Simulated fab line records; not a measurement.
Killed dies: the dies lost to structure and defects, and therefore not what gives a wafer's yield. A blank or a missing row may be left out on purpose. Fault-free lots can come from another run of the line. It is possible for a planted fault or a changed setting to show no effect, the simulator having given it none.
A lot that was struck, set against a sound lot    flow sky130    15 steps out of a route of 708
Sound: the wafers L401.2, L401.3, L401.6. Wafers L413.2, L413.3, L413.5 were the ones struck. The cause comes at the end.
Per side, at each step with rows, come the tool, then ch with its chambers, and then its first start. Under that, the readings that differ: sound wafers    struck wafers    difference of the means    sigmas: that difference in standard deviations of wafers without a fault.
alike: same words and numbers on both sides, and readings whose means sit less than 2 such deviations apart. not compared: any withheld reading, any reading some wafer has no value for, any bound like >300 that may hide the same value, and any number with overlapping values for which the record gives no deviation.
Wherever a step has rows on one side only, a row that says differs or no value, or a row with sigmas, the two part there. When numbers do not overlap yet have no deviation, they are printed without sigmas and do not part them. A reading that every wafer of one side lacks parts them only if that side has two wafers or more.

SKY_VIA1_BOW_MEAS_03:
  struck on film metro-04, day 37 19:52; sound on film metro-02, day 33 21:59
  alike: VIA1_BOW
then, 8 steps without rows for these wafers: SKY_VIA1_DEHYDRATE_04 (time 60 s); SKY_VIA1_HMDS_05 (prime time 60 s); SKY_VIA1_COAT_06 (resist thk 60 nm); SKY_VIA1_COAT_07 (resist thk 450 nm); SKY_VIA1_SOFTBAKE_08 (time 87.2 s); SKY_VIA1_EXPOSE_09 (exposes mask VIM, target cd 150 nm); SKY_VIA1_PEB_10; SKY_VIA1_DEVELOP_11 (develop time 60 s).
SKY_VIA1_CD_MEAS_12 targets a cd of 150 nm.
  struck on cd sem-02, day 38 21:49; sound on cd sem-02, day 34 23:58
  alike: cd nm
SKY_VIA1_OVL_MEAS_13:
  struck on overlay-01, day 38 21:56; sound on overlay-01, day 35 00:05
  alike: VIA1_OVL
SKY_VIA1_ETCH_14: etches BARC in N2/H2, stops on SiO2, time 45.9 s, target depth 60 nm.
  sound on rie diel-02 ch 0,2,3, day 35 00:07; struck on rie diel-04 ch 0,3, day 38 21:58
  alike: bias w, chamber pressure mTorr, drypump motor current A, n2 flow sccm, oes product au, throttle valve pct
  not compared: rf hours counter h
SKY_VIA1_ETCH_15: etches SiO2 in C4F8/O2/Ar, stops on TiN, target depth 351 nm, time 54 s.
  sound on rie diel-02 ch 0,2,3, day 35 00:09; struck on rie diel-04 ch 0,3, day 38 22:00
  no value came back on the struck wafers for bias w (W), chamber pressure mTorr (mTorr), oes product au (a.u.); on the sound wafers bias w (W) reads 1201 1200 1195
reading                                      sound              struck         difference  sigmas
model.KrF-thick_of_VIA1_COAT_07.thk nm (nm)  320.8 322.7 320.4  395 395 394.3  +73         
  not compared: rf hours counter h
SKY_VIA1_STRIP_16: strips in O2/N2.
  sound on plasma asher-02 ch 0,1, day 35 00:11; struck on plasma asher-02 ch 0,1, day 38 22:03
reading                       sound              struck             difference  sigmas
oes product au (a.u.)         0.416 0.417 0.417  0.450 0.446 0.453  +0.033      +7
strip time to endpoint s (s)  4.443 4.458 4.450  5.218 5.210 5.214  +0.764      +31
  alike: drypump motor current A, n2 flow sccm
  not compared: rf hours counter h
then, 1 step without rows for these wafers: SKY_VIA1_STRIP_17 (strips in post etch residue remover, time 1200 s).

== WHERE THEY PART ==
Earliest at SKY_VIA1_ETCH_15; latest, in this record, at SKY_VIA1_STRIP_16.

WHY: what the simulator had put in
Skipped step whole: rie diel-04, from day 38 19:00 on, at SKY_VIA1_ETCH_15. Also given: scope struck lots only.
